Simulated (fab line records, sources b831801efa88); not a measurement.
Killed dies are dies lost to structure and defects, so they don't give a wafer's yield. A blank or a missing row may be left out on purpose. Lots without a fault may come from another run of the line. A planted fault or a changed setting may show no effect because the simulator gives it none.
Which tool did it? | flow sky130 | 13 lots, 39 wafers sampled, at 4 steps of a route of 708

WHAT THE GAUGES READ, wafer by wafer
SKY_METAL2_THK_MEAS_06: measures by xrf.
lot  | measured     | on            | METAL2_ALCU_THK (nm)
L817 | day 34 18:34 | film_metro-02 | 252 251 251
L818 | day 34 18:56 | film_metro-01 | 245 243 250
L820 | day 35 08:29 | film_metro-01 | 254 256 256
L821 | day 35 15:20 | film_metro-03 | 248 248 249
L822 | day 35 21:44 | film_metro-02 | 257 257 257
L823 | day 36 07:26 | film_metro-01 | 247 244 243
L826 | day 37 06:47 | film_metro-02 | 253 250 254
L829 | day 38 08:46 | film_metro-02 | 252 253 251
L831 | day 38 15:40 | film_metro-01 | 246 243 245
L833 | day 39 05:46 | film_metro-01 | 248 245 250
L835 | day 40 04:55 | film_metro-01 | 250 245 250
L836 | day 40 12:01 | film_metro-03 | 241 246 247
L839 | day 41 18:41 | film_metro-02 | 250 253 252

SKY_METAL2_CD_MEAS_15: target cd 140 nm.
lot  | measured     | on        | cd_nm (nm)
L817 | day 35 19:21 | cd_sem-01 | 141.1 138.4 137.6
L818 | day 35 20:06 | cd_sem-02 | 139.6 138.9 140.1
L820 | day 36 09:58 | cd_sem-02 | 140.1 138.8 138.9
L821 | day 36 17:33 | cd_sem-01 | 140.1 140.3 140.2
L822 | day 37 00:05 | cd_sem-02 | 138.9 138.9 138.5
L823 | day 37 09:23 | cd_sem-01 | 139.7 139.3 141.6
L826 | day 38 08:21 | cd_sem-01 | 140.6 141.1 140.7
L829 | day 39 09:03 | cd_sem-02 | 139.0 139.1 137.4
L831 | day 39 16:08 | cd_sem-02 | 139.6 138.8 138.4
L833 | day 40 06:33 | cd_sem-01 | 139.7 139.8 140.7
L835 | day 41 04:37 | cd_sem-02 | 140.9 139.2 138.4
L836 | day 41 11:41 | cd_sem-02 | 141.1 139.1 141.3
L839 | day 42 18:28 | cd_sem-01 | 140.0 138.7 140.2

WHICH TOOL RAN EACH LOT (tool, then ch and the chambers of the sampled wafers, then the start)
lot  | SKY_METAL2_SPUTTER_03        | SKY_METAL2_DEHYDRATE_07
L817 | pvd_sputter-02, day 34 18:22 | litho_track-02 ch 0, day 35 06:28
L818 | pvd_sputter-04, day 34 18:43 | litho_track-04 ch 0, day 35 06:58
L820 | pvd_sputter-04, day 35 08:16 | litho_track-01 ch 0, day 35 20:17
L821 | pvd_sputter-04, day 35 15:08 | litho_track-04 ch 0, day 36 03:46
L822 | pvd_sputter-02, day 35 21:32 | litho_track-04 ch 0, day 36 10:41
L823 | pvd_sputter-02, day 36 07:14 | litho_track-02 ch 0, day 36 19:47
L826 | pvd_sputter-02, day 37 06:35 | litho_track-04 ch 0, day 37 19:40
L829 | pvd_sputter-02, day 38 08:35 | litho_track-01 ch 0, day 38 21:10
L831 | pvd_sputter-03, day 38 15:28 | litho_track-02 ch 0, day 39 03:20
L833 | pvd_sputter-03, day 39 05:34 | litho_track-02 ch 0, day 39 17:46
L835 | pvd_sputter-02, day 40 04:43 | litho_track-01 ch 0, day 40 15:53
L836 | pvd_sputter-03, day 40 11:49 | litho_track-01 ch 0, day 40 23:26
L839 | pvd_sputter-03, day 41 18:28 | litho_track-01 ch 0, day 42 06:05
- SKY_METAL2_SPUTTER_03: material Ti, target thk 5 nm, time 3.3 s.
- SKY_METAL2_DEHYDRATE_07: time 60 s.

WHAT THE TOOLS THEMSELVES READ (means of the sampled wafers that have a number; where no wafer has one, the mark that the record gives instead)
SKY_METAL2_SPUTTER_03.
lot  | tool           | throttle_valve_pct (%)
L817 | pvd_sputter-02 | 29.6
L818 | pvd_sputter-04 | 30.1
L820 | pvd_sputter-04 | 29.7
L821 | pvd_sputter-04 | 29.8
L822 | pvd_sputter-02 | 29.2
L823 | pvd_sputter-02 | 29.3
L826 | pvd_sputter-02 | 29.2
L829 | pvd_sputter-02 | 28.9
L831 | pvd_sputter-03 | 29.9
L833 | pvd_sputter-03 | 29.3
L835 | pvd_sputter-02 | 29.0
L836 | pvd_sputter-03 | 29.3
L839 | pvd_sputter-03 | 29.6

SKY_METAL2_DEHYDRATE_07.
lot  | tool           | heater_power_total_W (W) | run_length_s (s)
L817 | litho_track-02 | 160.38                   | 89.15
L818 | litho_track-04 | 160.42                   | 88.75
L820 | litho_track-01 | 160.37                   | 88.79
L821 | litho_track-04 | 160.42                   | 88.84
L822 | litho_track-04 | 160.27                   | 88.68
L823 | litho_track-02 | 160.28                   | 89.14
L826 | litho_track-04 | 160.30                   | 88.70
L829 | litho_track-01 | 160.41                   | 88.92
L831 | litho_track-02 | 165.97                   | 83.31
L833 | litho_track-02 | 165.99                   | 83.24
L835 | litho_track-01 | 160.40                   | 88.89
L836 | litho_track-01 | 160.42                   | 88.90
L839 | litho_track-01 | 160.41                   | 88.85

THE ANSWER, worked out from the rows above alone
Rule: what is usual is taken from the lots themselves. Put in order of their means at a reading, lots are off if they are a third of the lots or fewer, leave a main group of 4 or more, and stand apart from it by a gap of 3 or more times the standard deviation of the main group's means; of several such gaps the widest counts. A main group whose means are all the same, to the digits that the tables above print for the reading, isn't used. A lot without any number at a reading at which 4 lots or more have one is off too. The other lots that the step has rows for count as sound. The gauges are gone through in route order, then the tools' own readings, and for those a lot's mean is taken as printed above. The first step at which some lot is off is used, and at that step the reading that is off furthest; a lot without a number counts as furthest.
Off: L831, L833, at SKY_METAL2_DEHYDRATE_07 (heater_power_total_W). The main group: mean 160.37 W, standard deviation 0.056.
A tool fits if, at that step or a process step before it, it ran every lot that is off, and no sound lot after the first of them. One fits: litho_track-02 at SKY_METAL2_DEHYDRATE_07. Its last sound lot is L823 (day 36 19:47), its first lot that is off L831 (day 39 03:20): a fault that began between those two fits.
The tool's own readings at SKY_METAL2_DEHYDRATE_07 bear it out: on the lots that are off they differ by more than 5 times the standard deviation of the sound lots' means. heater_power_total_W reads 165.98 W there against 160.37 W on the sound lots; run_length_s reads 83.28 s there against 88.87 s on the sound lots.

WHAT THE SIMULATOR HAD PUT IN
Process parameter drift: litho_track-02, from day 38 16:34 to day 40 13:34, at SKY_METAL2_DEHYDRATE_07. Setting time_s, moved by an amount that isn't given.
Lots struck among those shown: L831, L833. The rule above found the same.
